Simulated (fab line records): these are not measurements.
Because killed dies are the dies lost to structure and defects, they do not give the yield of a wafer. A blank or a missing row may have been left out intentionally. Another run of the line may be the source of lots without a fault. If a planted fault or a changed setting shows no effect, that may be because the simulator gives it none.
Split-lot trial ; flow sky130 ; 5 lots, 23 wafers read, on a route of 708 steps

## SPLIT DETAILS
At SKY_SONOS_ONO_DEVELOP_12 (develop time 60 s), the setting developTimeS was moved away from the recipe's 60 s on 10 of the 23 wafers read, by -6.4% to +13.5%. All remaining wafers had this setting at the recipe value.

The file shows no step between the split and the reading.

## THE READING
At SKY_SONOS_ONO_CD_MEAS_13: cdNm in nanometres, against a target cd of 410 nm. On this fab line, fault-free wafers typically give 410.2 nm with a standard deviation of 1.6 nm.

wafer;tool, chamber at the split;developTimeS as run, s;against the recipe;cdNm, nm;against lot-mates on the recipe
L075.1;lithoTrack-04, 0;60;recipe;408.7;-
L075.2;lithoTrack-04, 0;56.14;-6.4%;413.8;+4.9
L075.4;lithoTrack-04, 0;56.14;-6.4%;415.3;+6.4
L075.5;lithoTrack-04, 0;56.14;-6.4%;416.2;+7.2
L075.6;lithoTrack-04, 0;60;recipe;409.2;-
L078.1;lithoTrack-01, 0;60;recipe;412.0;-
L078.4;lithoTrack-01, 0;60;recipe;411.7;-
L078.6;lithoTrack-01, 0;60;recipe;412.1;-
L079.1;lithoTrack-01, 0;60;recipe;408.9;-
L079.3;lithoTrack-01, 0;60;recipe;410.5;-
L079.4;lithoTrack-01, 0;57.11;-4.8%;413.3;+3.5
L079.5;lithoTrack-01, 0;60;recipe;410.1;-
L079.6;lithoTrack-01, 0;57.11;-4.8%;415.5;+5.7
L084.1;lithoTrack-04, 0;60;recipe;409.9;-
L084.3;lithoTrack-04, 0;68.11;+13.5%;398.3;-11.4
L084.4;lithoTrack-04, 0;68.11;+13.5%;398.8;-10.9
L084.5;lithoTrack-04, 0;60;recipe;410.6;-
L084.6;lithoTrack-04, 0;60;recipe;408.7;-
L085.1;lithoTrack-02, 0;63.07;+5.1%;408.6;-2.4
L085.2;lithoTrack-02, 0;63.07;+5.1%;406.6;-4.4
L085.3;lithoTrack-02, 0;60;recipe;411.1;-
L085.4;lithoTrack-02, 0;60;recipe;411.0;-
L085.6;lithoTrack-02, 0;63.07;+5.1%;406.8;-4.2

THE FIT
A straight line over all 23 wafers: cdNm changes by -0.808 nm for each +1% of developTimeS; r = -0.96; the points scatter about the line by 1.2 nm.
The same after taking each lot's own level away (the mean of its wafers on the recipe; 23 wafers): -0.855 nm for each +1%; r = -0.99; scatter 0.79 nm.
On that fit, the largest move of developTimeS shifts the reading by 12 nm.
Measured against the standard deviation above, the lots' own levels, which go from 408.95 to 411.93 nm, span 1.9 times it.
Consequently the slope shifts little with the lot-to-lot level, the two slopes agreeing.
Check: with one of the wafers moved furthest among these (+13.5%) left out of the fit, the line predicts -11.3 nm for it against its lot-mates. It came out at -11.4 nm against them.

## OTHER SPLITS ON THESE WAFERS
These wafers also went through other splits before the reading. Each is held against what the fit with the lots' levels taken away leaves over:
other split on the same wafers;wafers away from the commonest value;r with cdNm (lot level and that fit taken away)
SKY_VT_ADJUST_PCH_COAT_02 spinRpm;10;+0.44
SKY_SONOS_TUNNEL_DEVELOP_06 developTimeS;5;+0.04
SKY_SONOS_ONO_CVD_04 timeS;10;-0.09

## THE WHOLE CHAIN: every reading that the file lists as answering this split, in the file's order
step;what it does;reading;change (the file's fit);r (the file's)
SKY_SONOS_ONO_CD_MEAS_13;target cd 410 nm;cdNm;-0.849 nm for each +1% of the setting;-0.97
SKY_SONOS_ONO_ETCH_15;etches the open film in CHF3/O2, target depth 19.52 nm, time 7.8 s;SONOS_ONO.cdNm (the simulator's own value, which no gauge read);-0.856 nm for each +1% of the setting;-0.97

## THE FILE'S OWN FIT
cdNm changes by -0.849 nm for each +1% of developTimeS, r = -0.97.
